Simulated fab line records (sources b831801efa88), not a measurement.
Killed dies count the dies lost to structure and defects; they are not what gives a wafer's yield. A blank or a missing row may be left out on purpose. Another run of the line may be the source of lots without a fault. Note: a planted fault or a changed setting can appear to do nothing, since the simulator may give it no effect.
Code-filled problem report in 8D (eight disciplines) form    flow sky130    the parts of the form that need people (team, actions taken, sign-off) are left out

1. THE ISSUE
At SKY_VIA4_ETCH_12, oes-product-au averages 0.874 a.u. over 5 wafers from 3 lots, while fault-free wafers read 0.926 a.u., standard deviation 0.0047. Measured from the usual mean, that is -11 standard deviations.
The step: etches SiO2 in C4F8/O2/Ar, stops on TiN, target depth 580 nm.
The first sign was on wafer L816.1 at day 47 18:29, on rie-diel-04. The record holds 33 wafers of 12 lots with a number at this step. The rule behind "out" and "out of limits": a value lying over 4 standard deviations away from the usual mean. Any other wafer with a number is counted as sound.

2. WHAT THIS IS AND IS NOT
question                     is                                      is not
which readings at this step  oes-product-au                          -
which lots                   L816, L817, L818                        L798, L801, L802, L804, L805, L809, L810, L811, L812
which wafers of those lots   L816.1, L816.2, L817.2, L818.1, L818.2  L817.4
read on which tools          rie-diel-01, rie-diel-04                rie-diel-03
when                         from day 47 18:29                       up to then (27 sound wafers); but 1 sound wafer of L817 came after

3. THE SUSPECTS, EACH WITH WHAT RULES IT OUT
Counting: if a tool at a process step up to the reading ran every lot that is out, it stays a suspect. Sound lots after the first of them don't rule it out here, since some wafers of a struck lot are sound.
- cmp-02 at SKY_VIA4_CMP_02 (polishes SiO2): kept. Every lot that is out went through it, the first being L816 (day 46 22:26); the last sound lot it ran before that was L810 (day 45 08:30).
- Within cmp-02 at SKY_VIA4_CMP_02: the wafers that are out ran in chambers 0, 1, 2; their sound lot-mates ran in chamber 3.
The count leaves cmp-02 at SKY_VIA4_CMP_02.

4. THE CAUSE (what the simulator had put in)
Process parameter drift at SKY_VIA4_CMP_02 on cmp-02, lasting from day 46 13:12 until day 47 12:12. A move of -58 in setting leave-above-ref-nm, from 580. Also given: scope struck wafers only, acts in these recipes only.
Only this tool survived the counting.

5. THE EFFECT CHAIN, in route order
Each row: a reading whose mean over the struck wafers that have a number lies more than 3 standard deviations from the usual. Scope: only readings with a usual standard deviation given in the record; hours: median across lots of the time from each lot's start at the first step in this table that gives one to its start at this step; sigmas: change in usual standard deviations.
hours  step              reading         usual       on struck wafers  change  sigmas
0      SKY_VIA4_ETCH_12  oes-product-au  0.926 a.u.  0.874             -0.052  -11
Process steps it contains:
- SKY_VIA4_ETCH_12: etches SiO2 in C4F8/O2/Ar, stops on TiN, target depth 580 nm.

6. WHAT WOULD HAVE CAUGHT IT SOONER
In this record no reading fell out of limits until day 47 18:29, 29 hours after the fault had begun at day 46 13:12.
An alarm limit of 4 standard deviations would not have fired on the tool readings at SKY_VIA4_CMP_02 for which the record gives a usual standard deviation, since none of them was out on any struck wafer.
The start of SKY_VIA4_CMP_02 on cmp-02 came by day 47 18:29 for every one of the lots that are out (3). None of them would have been spared by holding the tool at that moment.
